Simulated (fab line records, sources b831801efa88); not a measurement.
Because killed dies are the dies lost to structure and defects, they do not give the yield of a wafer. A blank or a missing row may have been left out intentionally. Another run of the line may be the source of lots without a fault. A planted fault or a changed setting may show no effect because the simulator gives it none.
A struck lot beside a sound one || flow sfq-line || 42 steps out of a route of 325
Sound: wafers L556.2, L556.4, L556.5. Struck: wafer L569.3 (left out: L569.2, L569.6 of the same lot, which were not struck); the cause appears at the end.
Each step with rows lists, per side, the tool, then ch with its chambers, then its first start. Under that, the readings that differ: sound wafers || struck wafers || difference of the means || sigmas: that difference in standard deviations of wafers without a fault.
alike: readings with means less than 2 such deviations apart, plus words and numbers identical on both sides. not compared: withheld readings, readings lacking a value on some wafer, bounds such as >300 that could conceal the same value, and numbers that have no deviation in the record and whose values overlap.
Wherever a step has rows on one side only, a row that says differs or no value, or a row with sigmas, the two part there. Non-overlapping numbers with no deviation appear without sigmas and do not part them. A reading that every wafer of one side lacks parts them only if that side has two wafers or more.

first, 6 steps without rows for these wafers: SFQ_TRILAYER_I2_VIA_LITHO_COAT_072 (resist thk 62 nm); SFQ_TRILAYER_I2_VIA_LITHO_COAT_067 (resist thk 650 nm); SFQ_TRILAYER_I2_VIA_LITHO_SOFTBAKE_071; SFQ_TRILAYER_I2_VIA_LITHO_EXPOSE_068 (exposes mask I2, target cd 500 nm); SFQ_TRILAYER_I2_VIA_LITHO_PEB_070 (peb time 60 s); SFQ_TRILAYER_I2_VIA_LITHO_DEVELOP_069 (time 60 s).
SFQ_I2_OVL_MEAS_918:
  sound: overlay-02 at day 39 11:58; struck: overlay-01 at day 46 00:55
  alike: I2_OVL
then, 1 step without rows for these wafers: SFQ_TRILAYER_I2_VIA_BARC_OPEN_VIA_ETCH_096 (etches BARC in O2, target depth 125 nm, time 41.7 s).
SFQ_TRILAYER_I2_VIA_ETCH_VIA_ETCH_070: etches SiO2 in CHF3, stops on Nb, target depth 260 nm.
  sound on rie-diel-02 ch 1,3, day 39 12:02; struck on rie-diel-03 ch 2, day 46 00:59
  alike: chamber-pressure-mTorr, drypump-motor-current-A, oes-product-au
then, 3 steps without rows for these wafers: SFQ_TRILAYER_I2_VIA_STRIP_STRIP_071 (strips in O2); SFQ_TRILAYER_I2_VIA_STRIP_SOLV_CLEAN_072 (cleans in NMP, time 600 s); SFQ_TRILAYER_M3_DEP_PRE_CLEAN_074 (time 22.5 s).
SFQ_TRILAYER_M3_DEP_SPUTTER_073: material Nb, target thk 200 nm, time 133.3 s.
  sound: pvd-sputter-05 at day 39 13:07; struck: pvd-sputter-05 at day 46 02:29
{"reading": "cathode-dc-power-W (W)", "sound": "2000.5 2000.3 2000.1", "struck": 1839.2, "difference": -161.1, "sigmas": "-99 or more"}
{"reading": "model.Nb_of_TRILAYER_M3_DEP_SPUTTER_073.thk-nm (nm)", "sound": "201.5 202.9 202.2", "struck": 182.8, "difference": -19.4, "sigmas": ""}
  alike: throttle-valve-pct
SFQ_M3_RS_MEAS_919: measurement is done with a four-point probe.
  sound: film-metro-04 at day 39 13:14; struck: film-metro-04 at day 46 02:36
{"reading": "M3_NB_RS (ohm/sq)", "sound": "0.883 0.877 0.880", "struck": 0.974, "difference": "+0.094", "sigmas": "+9"}
then, 6 steps without rows for these wafers: SFQ_TRILAYER_M3_LITHO_COAT_080 (resist thk 62 nm); SFQ_TRILAYER_M3_LITHO_COAT_075 (resist thk 600 nm); SFQ_TRILAYER_M3_LITHO_SOFTBAKE_079; SFQ_TRILAYER_M3_LITHO_EXPOSE_076 (exposes mask M3, target cd 500 nm); SFQ_TRILAYER_M3_LITHO_PEB_078 (peb time 60 s); SFQ_TRILAYER_M3_LITHO_DEVELOP_077 (time 60 s).
-- the record jumps here: 5 days lie between the struck wafers' starts before and after --
SFQ_M3_OVL_MEAS_921:
  sound: overlay-01 at day 44 17:43; struck: overlay-02 at day 51 02:26
  alike: M3_OVL
then, 1 step without rows for these wafers: SFQ_TRILAYER_M3_BARC_OPEN_METAL_ETCH_100 (etches BARC in O2, target depth 125 nm, time 41.7 s).
SFQ_TRILAYER_M3_ETCH_METAL_ETCH_078: etches Nb in Cl2/Ar, stops on SiO2, target depth 240 nm, time 120 s.
  sound on rie-metal-02 ch 0,1, day 44 17:48; struck on rie-metal-02 ch 0, day 51 02:32
{"reading": "oes-product-au (a.u.)", "sound": "0.896 0.902 0.896", "struck": 0.857, "difference": -0.041, "sigmas": -6}
  alike: chamber-pressure-mTorr, drypump-motor-current-A
  not compared: rf-hours-counter-h
then, 4 steps without rows for these wafers: SFQ_TRILAYER_M3_STRIP_STRIP_079 (strips in O2); SFQ_TRILAYER_M3_STRIP_SOLV_CLEAN_080 (cleans in NMP, time 600 s); SFQ_TRILAYER_I3_DEP_PECVD_081 (deposits SiO2 from SiH4/N2O, time 111.11 s, target thk 500 nm); SFQ_TRILAYER_I3_CMP_CMP_082 (polishes SiO2).
SFQ_I3_BOW_MEAS_922:
  sound: film-metro-01 at day 45 16:21; struck: film-metro-01 at day 51 07:29
  alike: I3_BOW
SFQ_TRILAYER_I3_METRO_MEASURE_083:
  sound: film-metro-01 at day 45 16:39; struck: film-metro-01 at day 51 07:47
  alike: thk-nm
then, 6 steps without rows for these wafers: SFQ_TRILAYER_I3_VIA_LITHO_COAT_090 (resist thk 62 nm); SFQ_TRILAYER_I3_VIA_LITHO_COAT_085 (resist thk 650 nm); SFQ_TRILAYER_I3_VIA_LITHO_SOFTBAKE_089; SFQ_TRILAYER_I3_VIA_LITHO_EXPOSE_086 (exposes mask I3, target cd 500 nm); SFQ_TRILAYER_I3_VIA_LITHO_PEB_088 (peb time 60 s); SFQ_TRILAYER_I3_VIA_LITHO_DEVELOP_087 (time 60 s).
-- the record jumps here: 5 days lie between the struck wafers' starts before and after --
SFQ_I3_OVL_MEAS_923:
  sound: overlay-01 at day 50 16:43; struck: overlay-01 at day 56 15:30
  alike: I3_OVL
SFQ_TRILAYER_I3_VIA_BARC_OPEN_VIA_ETCH_121: etches BARC in O2, target depth 125 nm, time 41.7 s.
  sound on rie-diel-04 ch 1,2, day 50 16:44; struck on rie-diel-04 ch 0, day 56 15:32
  alike: chamber-pressure-mTorr, drypump-motor-current-A, oes-product-au
  not compared: rf-hours-counter-h
SFQ_TRILAYER_I3_VIA_ETCH_VIA_ETCH_088: etches SiO2 in CHF3, stops on Nb, target depth 260 nm.
  sound on rie-diel-04 ch 1,2, day 50 16:47; struck on rie-diel-04 ch 0, day 56 15:34
  alike: chamber-pressure-mTorr, drypump-motor-current-A, oes-product-au
SFQ_TRILAYER_I3_VIA_STRIP_STRIP_089: strips in O2.
  sound on rie-metal-01 ch 0, day 50 16:54; struck on rie-metal-02 ch 0, day 56 15:53
  alike: chamber-pressure-mTorr, drypump-motor-current-A, oes-product-au
  not compared: rf-hours-counter-h
then, 2 steps without rows for these wafers: SFQ_TRILAYER_I3_VIA_STRIP_SOLV_CLEAN_090 (cleans in NMP, time 600 s); SFQ_TRILAYER_M4_DEP_PRE_CLEAN_092 (time 22.5 s).
-- the record jumps here: 35 days lie between the struck wafers' starts before and after --
SFQ_M8_BOW_MEAS_951:
  sound: film-metro-04 at day 80 01:35; struck: film-metro-02 at day 91 18:54
{"reading": "model.etest.m3.ohm-um", "sound": "1.768 1.767 1.764", "struck": 1.95, "difference": "+0.18", "sigmas": ""}
{"reading": "model.etest.i2.link-ohm", "sound": "1.956 1.942 1.951", "struck": 2.073, "difference": "+0.123", "sigmas": ""}
{"reading": "model.etest.i3.link-ohm", "sound": "1.971 1.954 1.961", "struck": 2.054, "difference": "+0.092", "sigmas": ""}
{"reading": "model.etest.m3.ohm-sq", "sound": "0.8816 0.8757 0.8784", "struck": 0.9719, "difference": "+0.0933", "sigmas": ""}
  alike: M8_BOW

## WHERE THEY PART
Earliest at SFQ_TRILAYER_M3_DEP_SPUTTER_073; latest, in this record, at SFQ_TRILAYER_M3_ETCH_METAL_ETCH_078. Later steps at which nothing parts them and some readings are alike: SFQ_I3_BOW_MEAS_922, SFQ_TRILAYER_I3_METRO_MEASURE_083, SFQ_I3_OVL_MEAS_923, SFQ_TRILAYER_I3_VIA_BARC_OPEN_VIA_ETCH_121, SFQ_TRILAYER_I3_VIA_ETCH_VIA_ETCH_088, SFQ_TRILAYER_I3_VIA_STRIP_STRIP_089, SFQ_M8_BOW_MEAS_951.

WHY: the cause the simulator had injected
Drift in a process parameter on pvd-sputter-05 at SFQ_TRILAYER_M3_DEP_SPUTTER_073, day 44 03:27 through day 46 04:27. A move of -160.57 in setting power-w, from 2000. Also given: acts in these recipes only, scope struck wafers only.
